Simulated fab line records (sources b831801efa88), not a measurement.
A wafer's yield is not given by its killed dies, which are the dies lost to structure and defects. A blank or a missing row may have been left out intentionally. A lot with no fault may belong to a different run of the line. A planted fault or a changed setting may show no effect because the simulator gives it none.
A single fault, viewed from 2 desks | flow gf180mcu | every desk sees just its own numbers, and what lay behind them comes last

## TOOL OWNER'S DESK, litho track-04
At GF_V2_SOFTBAKE_10 (time 60 s), the tool's own readings, given per lot that ran on this tool as the mean of the sampled wafers with a number. Marked OUT: a lot whose mean sits more than 4 standard deviations from the usual mean, which makes it out of limits; the brackets give that distance.
Columns: A = run length s at GF_V2_SOFTBAKE_10, usual 89.17 s
lot  | first seen here | A
L596 | day 19 17:00    | 89.17
L598 | day 20 13:00    | 89.21
L602 | day 21 22:00    | 89.24
L604 | day 23 02:00    | 89.13
L609 | day 24 14:00    | 100.43 (+75) OUT
L610 | day 24 21:00    | 100.52 (+76) OUT
This desk finds L609, L610 out of limits, L609 being first, at day 24 14:00 (run length s at GF_V2_SOFTBAKE_10). L596, L598, L602, L604 stayed within limits.

## THE METROLOGY DESK
Means of the sampled wafers that have a number, per lot and without regard to the tool the lot ran on: this is what the gauges read. Marked OUT: a lot whose mean sits more than 4 standard deviations from the usual mean, which makes it out of limits; the brackets give that distance.
Columns: A = M3_ALCU_RS at GF_M3_RS_MEAS_05, usual 0.0694 ohm/sq
lot  | first seen here | A
L596 | day 20 06:50    | 0.0690
L598 | day 21 02:20    | 0.0690
L599 | day 21 11:50    | 0.0692
L600 | day 21 23:10    | 0.0690
L602 | day 22 11:12    | 0.0687
L603 | day 22 21:09    | 0.0693
L604 | day 23 16:56    | 0.0688
L609 | day 25 03:08    | 0.0694
L610 | day 25 10:29    | 0.0690
L612 | day 25 22:26    | 0.0707
L614 | day 26 13:37    | 0.0699
L616 | day 27 07:47    | 0.0698
L619 | day 28 01:20    | 0.0705
Result from this desk: across the 13 lots, nothing is out of limits.

## ALL TOGETHER
The tool owner's desk could have raised an alarm at day 24 14:00, on L609, L610.
Nothing out of limits was seen by the metrology desk.
The metrology desk has L609, L610 on record, within its limits.
On litho track-04, each named lot ran GF_V2_SOFTBAKE_10.

## WHAT THE SIMULATOR HAD INSERTED
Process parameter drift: litho track-04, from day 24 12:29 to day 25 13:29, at GF_V2_SOFTBAKE_10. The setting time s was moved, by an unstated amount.
Struck lots among those shown: L609, L610.
How many hours passed from the start of the fault until each desk's first out-of-limits reading: the tool owner's desk, 2.
